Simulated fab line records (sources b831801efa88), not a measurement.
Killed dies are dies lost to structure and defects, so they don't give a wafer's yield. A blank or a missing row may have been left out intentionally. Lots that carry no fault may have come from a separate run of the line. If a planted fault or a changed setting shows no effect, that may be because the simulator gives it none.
Which tool is to blame? :: flow sky130 :: 72 wafers from 24 lots sampled at 3 of the route's 708 steps

WHAT THE GAUGES SHOWED, per wafer
SKY_GATE_OXIDE_THK_MEAS_02.
lot: L074
measured: day 12 15:23
on: film-metro-04
GATE_OXIDE_OXIDATION_00_THK (nm): 10.35 10.25 10.27

lot: L075
measured: day 13 04:44
on: film-metro-03
GATE_OXIDE_OXIDATION_00_THK (nm): 10.32 10.37 10.53

lot: L076
measured: day 13 09:34
on: film-metro-04
GATE_OXIDE_OXIDATION_00_THK (nm): 10.55 10.64 10.55

lot: L077
measured: day 13 21:15
on: film-metro-03
GATE_OXIDE_OXIDATION_00_THK (nm): 10.22 10.12 10.05

lot: L079
measured: day 14 12:16
on: film-metro-01
GATE_OXIDE_OXIDATION_00_THK (nm): 10.69 10.84 10.72

lot: L078
measured: day 14 21:31
on: film-metro-03
GATE_OXIDE_OXIDATION_00_THK (nm): 10.09 9.98 10.06

lot: L080
measured: day 15 14:33
on: film-metro-01
GATE_OXIDE_OXIDATION_00_THK (nm): 10.15 9.97 9.99

lot: L081
measured: day 15 17:02
on: film-metro-01
GATE_OXIDE_OXIDATION_00_THK (nm): 10.31 10.15 10.26

lot: L082
measured: day 16 08:46
on: film-metro-04
GATE_OXIDE_OXIDATION_00_THK (nm): 10.26 10.32 10.33

lot: L083
measured: day 16 12:16
on: film-metro-01
GATE_OXIDE_OXIDATION_00_THK (nm): 10.51 10.55 10.52

lot: L084
measured: day 17 05:14
on: film-metro-04
GATE_OXIDE_OXIDATION_00_THK (nm): 10.57 10.26 10.45

lot: L085
measured: day 17 07:58
on: film-metro-01
GATE_OXIDE_OXIDATION_00_THK (nm): 10.50 10.44 10.43

lot: L086
measured: day 17 07:58
on: film-metro-03
GATE_OXIDE_OXIDATION_00_THK (nm): 10.64 10.65 10.61

lot: L087
measured: day 17 16:13
on: film-metro-04
GATE_OXIDE_OXIDATION_00_THK (nm): 10.47 10.48 10.43

lot: L089
measured: day 17 22:02
on: film-metro-01
GATE_OXIDE_OXIDATION_00_THK (nm): 10.75 10.89 10.88

lot: L088
measured: day 18 02:19
on: film-metro-03
GATE_OXIDE_OXIDATION_00_THK (nm): 10.79 10.87 10.75

lot: L090
measured: day 18 18:00
on: film-metro-03
GATE_OXIDE_OXIDATION_00_THK (nm): 10.40 10.46 10.32

lot: L091
measured: day 18 20:24
on: film-metro-01
GATE_OXIDE_OXIDATION_00_THK (nm): 10.16 10.13 10.11

lot: L092
measured: day 19 02:08
on: film-metro-01
GATE_OXIDE_OXIDATION_00_THK (nm): 10.19 10.18 9.88

lot: L093
measured: day 19 10:02
on: film-metro-04
GATE_OXIDE_OXIDATION_00_THK (nm): 10.26 10.23 10.45

lot: L094
measured: day 19 18:46
on: film-metro-03
GATE_OXIDE_OXIDATION_00_THK (nm): 10.25 10.30 10.22

lot: L095
measured: day 19 23:03
on: film-metro-01
GATE_OXIDE_OXIDATION_00_THK (nm): 10.37 10.56 10.21

lot: L096
measured: day 20 09:09
on: film-metro-03
GATE_OXIDE_OXIDATION_00_THK (nm): 10.51 10.24 10.54

lot: L097
measured: day 20 18:34
on: film-metro-03
GATE_OXIDE_OXIDATION_00_THK (nm): 10.39 10.34 10.47

SKY_POLY_GATE_THK_MEAS_21.
lot: L074
measured: day 16 09:20
on: film-metro-02
POLY_GATE_OXIDATION_THK (nm): 4.00 3.93 4.00

lot: L075
measured: day 16 23:19
on: film-metro-04
POLY_GATE_OXIDATION_THK (nm): 4.07 4.05 4.03

lot: L076
measured: day 17 09:13
on: film-metro-04
POLY_GATE_OXIDATION_THK (nm): 3.98 3.94 3.95

lot: L077
measured: day 17 18:47
on: film-metro-01
POLY_GATE_OXIDATION_THK (nm): 4.09 4.15 4.12

lot: L079
measured: day 18 09:20
on: film-metro-04
POLY_GATE_OXIDATION_THK (nm): 4.09 3.99 4.11

lot: L078
measured: day 18 20:46
on: film-metro-01
POLY_GATE_OXIDATION_THK (nm): 4.21 4.19 4.12

lot: L080
measured: day 19 14:22
on: film-metro-01
POLY_GATE_OXIDATION_THK (nm): 4.10 4.00 4.09

lot: L081
measured: day 19 20:00
on: film-metro-04
POLY_GATE_OXIDATION_THK (nm): 4.12 4.04 4.21

lot: L082
measured: day 20 09:35
on: film-metro-01
POLY_GATE_OXIDATION_THK (nm): 4.15 4.09 4.09

lot: L083
measured: day 20 13:46
on: film-metro-01
POLY_GATE_OXIDATION_THK (nm): 4.09 4.15 4.12

lot: L084
measured: day 21 07:03
on: film-metro-02
POLY_GATE_OXIDATION_THK (nm): 3.86 3.90 3.81

lot: L085
measured: day 21 09:57
on: film-metro-02
POLY_GATE_OXIDATION_THK (nm): 3.96 3.97 3.90

lot: L086
measured: day 21 11:34
on: film-metro-04
POLY_GATE_OXIDATION_THK (nm): 4.06 3.95 4.02

lot: L087
measured: day 21 17:08
on: film-metro-04
POLY_GATE_OXIDATION_THK (nm): 4.02 4.05 4.03

lot: L089
measured: day 21 23:13
on: film-metro-04
POLY_GATE_OXIDATION_THK (nm): 4.09 3.93 3.93

lot: L088
measured: day 22 05:18
on: film-metro-01
POLY_GATE_OXIDATION_THK (nm): 4.03 3.95 3.97

lot: L090
measured: day 22 19:04
on: film-metro-01
POLY_GATE_OXIDATION_THK (nm): 4.09 4.16 4.12

lot: L091
measured: day 22 21:55
on: film-metro-01
POLY_GATE_OXIDATION_THK (nm): 4.01 3.92 3.92

lot: L092
measured: day 23 04:43
on: film-metro-02
POLY_GATE_OXIDATION_THK (nm): 4.03 3.98 3.93

lot: L093
measured: day 23 12:07
on: film-metro-01
POLY_GATE_OXIDATION_THK (nm): 3.95 3.97 3.90

lot: L094
measured: day 23 20:50
on: film-metro-01
POLY_GATE_OXIDATION_THK (nm): 4.12 4.10 4.16

lot: L095
measured: day 24 01:41
on: film-metro-04
POLY_GATE_OXIDATION_THK (nm): 3.95 3.92 3.96

lot: L096
measured: day 24 09:31
on: film-metro-04
POLY_GATE_OXIDATION_THK (nm): 4.16 4.15 4.17

lot: L097
measured: day 25 07:08
on: film-metro-02
POLY_GATE_OXIDATION_THK (nm): 4.01 3.97 4.02

SKY_VIA1_CD_MEAS_12: target cd 150 nm.
lot: L074
measured: day 33 18:08
on: cd-sem-02
cd-nm (nm): 149.6 150.7 148.9

lot: L075
measured: day 34 14:16
on: cd-sem-01
cd-nm (nm): 148.3 148.3 149.2

lot: L076
measured: day 34 18:13
on: cd-sem-02
cd-nm (nm): 149.6 149.9 150.9

lot: L077
measured: day 34 22:21
on: cd-sem-02
cd-nm (nm): 149.6 148.8 149.7

lot: L079
measured: day 35 09:25
on: cd-sem-01
cd-nm (nm): 148.1 148.6 148.7

lot: L078
measured: day 35 22:11
on: cd-sem-01
cd-nm (nm): 150.5 149.8 148.4

lot: L080
measured: day 36 10:50
on: cd-sem-01
cd-nm (nm): 151.7 149.8 150.6

lot: L081
measured: day 36 14:56
on: cd-sem-01
cd-nm (nm): 147.4 148.9 148.0

lot: L082
measured: day 37 03:50
on: cd-sem-01
cd-nm (nm): 150.6 151.4 150.1

lot: L083
measured: day 37 09:53
on: cd-sem-02
cd-nm (nm): 149.8 148.3 149.0

lot: L084
measured: day 37 22:53
on: cd-sem-01
cd-nm (nm): 152.5 149.0 149.7

lot: L085
measured: day 38 00:37
on: cd-sem-01
cd-nm (nm): 153.2 152.9 151.7

lot: L086
measured: day 38 03:00
on: cd-sem-02
cd-nm (nm): 147.1 149.8 148.8

lot: L087
measured: day 38 10:03
on: cd-sem-01
cd-nm (nm): 148.0 148.6 147.1

lot: L089
measured: day 38 12:27
on: cd-sem-01
cd-nm (nm): 148.7 148.2 148.4

lot: L088
measured: day 38 16:51
on: cd-sem-01
cd-nm (nm): 151.7 149.5 149.7

lot: L090
measured: day 39 04:11
on: cd-sem-01
cd-nm (nm): 148.8 151.1 150.5

lot: L091
measured: day 39 09:18
on: cd-sem-02
cd-nm (nm): 149.6 149.2 148.8

lot: L092
measured: day 39 13:42
on: cd-sem-01
cd-nm (nm): 150.4 149.9 148.8

lot: L093
measured: day 39 17:10
on: cd-sem-02
cd-nm (nm): 151.1 148.7 149.7

lot: L094
measured: day 39 22:11
on: cd-sem-02
cd-nm (nm): 148.9 149.8 149.4

lot: L095
measured: day 40 04:50
on: cd-sem-02
cd-nm (nm): 145.5 147.1 147.7

lot: L096
measured: day 40 12:32
on: cd-sem-02
cd-nm (nm): 149.2 149.2 149.5

lot: L097
measured: day 41 07:47
on: cd-sem-02
cd-nm (nm): 150.9 150.1 151.6

TOOL THAT RAN EACH LOT (tool first, then ch and the chambers of the sampled wafers, then the start)
No process step before these readings appears in the record.

AS READ BY THE TOOLS THEMSELVES (means over the sampled wafers that have a number; for cases with no such wafer, the mark the record gives instead)
The record holds no such reading with a usual standard deviation.

THE ANSWER, worked out from the rows above alone
Rule: what is usual is taken from the lots themselves. The widest of any qualifying gaps counts: lots, ordered by their means at a reading, are off when they make up no more than a third of the lots, leave a main group of 4 or more, and stand apart from it by 3 or more times the standard deviation of that group's means. The tables above print the reading to a certain number of digits; a main group whose means all agree to those digits is not used. A lot without any number at a reading at which 4 lots or more have one is off too. Any other lot the step has rows for is counted as sound. First the gauges in route order, then the tools' own readings, where a lot's mean is used as printed above. At the first step where some lot is off, the reading lying furthest off is the one used; lots without a number count as furthest.
None of the lots is off at any reading shown; this tells nothing.

WHAT HAD BEEN PUT IN BY THE SIMULATOR
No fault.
